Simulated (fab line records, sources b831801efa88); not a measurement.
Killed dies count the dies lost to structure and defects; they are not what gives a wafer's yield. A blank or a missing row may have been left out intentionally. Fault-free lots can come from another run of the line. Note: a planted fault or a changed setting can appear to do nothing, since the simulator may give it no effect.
Which tool did it? + flow gf180mcu + 11 lots with 32 wafers sampled at 4 steps, on a route of 602 steps

## WHAT THE GAUGES SHOWED, per wafer
GF_MIM_THK_MEAS_06.
| lot  | measured     | on            | MIM_CVD_05_THK (nm) |
|------|--------------|---------------|---------------------|
| L334 | day 24 08:29 | film metro-04 | 41.3 41.6 42.4      |
| L337 | day 25 03:10 | film metro-04 | 42.4 43.0 43.2      |
| L338 | day 25 12:59 | film metro-04 | 42.3 42.7 43.4      |
| L339 | day 25 19:16 | film metro-04 | 42.2 42.9 42.8      |
| L340 | day 26 00:40 | film metro-01 | 42.3 42.1 42.7      |
| L341 | day 26 13:44 | film metro-01 | 41.9 42.0 42.4      |
| L342 | day 26 22:47 | film metro-03 | 41.7 44.7           |
| L354 | day 30 07:57 | film metro-01 | 41.9 41.7 43.0      |
| L355 | day 30 16:09 | film metro-04 | 40.9 42.0 41.4      |
| L356 | day 30 17:39 | film metro-01 | 41.7 41.0 42.6      |
| L357 | day 31 05:10 | film metro-04 | 41.5 42.1 40.5      |

## TOOL THAT RAN EACH LOT (tool first, then ch and the chambers of the sampled wafers, then the start)
| lot  | GF_M4_SPUTTER_00             | GF_M4_SPUTTER_01             | GF_MIM_CVD_05                   |
|------|------------------------------|------------------------------|---------------------------------|
| L334 | pvd sputter-03, day 22 07:31 | pvd sputter-03, day 22 07:37 | pecvd-01 ch 0,1, day 24 08:27   |
| L337 | pvd sputter-02, day 23 04:19 | pvd sputter-02, day 23 04:25 | pecvd-03 ch 0,1, day 25 03:06   |
| L338 | pvd sputter-02, day 23 14:14 | pvd sputter-02, day 23 14:20 | pecvd-03 ch 0,2, day 25 12:57   |
| L339 | pvd sputter-03, day 23 21:22 | pvd sputter-03, day 23 21:28 | pecvd-03 ch 1,2, day 25 19:14   |
| L340 | pvd sputter-03, day 24 02:25 | pvd sputter-03, day 24 02:31 | pecvd-03 ch 0,1,2, day 26 00:37 |
| L341 | pvd sputter-01, day 24 16:45 | pvd sputter-01, day 24 16:51 | pecvd-04 ch 0,2, day 26 13:42   |
| L342 | pvd sputter-03, day 25 01:50 | pvd sputter-03, day 25 01:56 | pecvd-03 ch 1,2, day 26 22:44   |
| L354 | pvd sputter-03, day 28 15:40 | pvd sputter-03, day 28 15:46 | pecvd-01 ch 0,1,2, day 30 07:54 |
| L355 | pvd sputter-03, day 28 23:57 | pvd sputter-03, day 29 00:03 | pecvd-04 ch 1,2, day 30 16:07   |
| L356 | pvd sputter-02, day 29 02:35 | pvd sputter-02, day 29 02:41 | pecvd-01 ch 0,1,2, day 30 17:37 |
| L357 | pvd sputter-03, day 29 13:30 | pvd sputter-03, day 29 13:36 | pecvd-01 ch 0,2, day 31 05:07   |
- GF_M4_SPUTTER_00: material Ti, target thk 37.5 nm, time 150 s.
- GF_M4_SPUTTER_01: material TiN, target thk 30 nm, time 25 s.
- GF_MIM_CVD_05: deposits Si3N4, target thk 42 nm, time 29.086 s.

## THE ANSWER, worked out from the rows above alone
Rule: the lots themselves supply what counts as usual. The widest of any qualifying gaps counts: lots, ordered by their means at a reading, are off when they make up no more than a third of the lots, leave a main group of 4 or more, and stand apart from it by 3 or more times the standard deviation of that group's means. Not used: any main group whose means are identical at the precision the tables above print for the reading. Also off: a lot with no number at a reading for which 4 or more lots have one. Where the step has rows for the other lots, those lots are counted as sound.
None of the lots is off at any reading shown; this tells nothing.

## WHAT THE SIMULATOR PUT IN
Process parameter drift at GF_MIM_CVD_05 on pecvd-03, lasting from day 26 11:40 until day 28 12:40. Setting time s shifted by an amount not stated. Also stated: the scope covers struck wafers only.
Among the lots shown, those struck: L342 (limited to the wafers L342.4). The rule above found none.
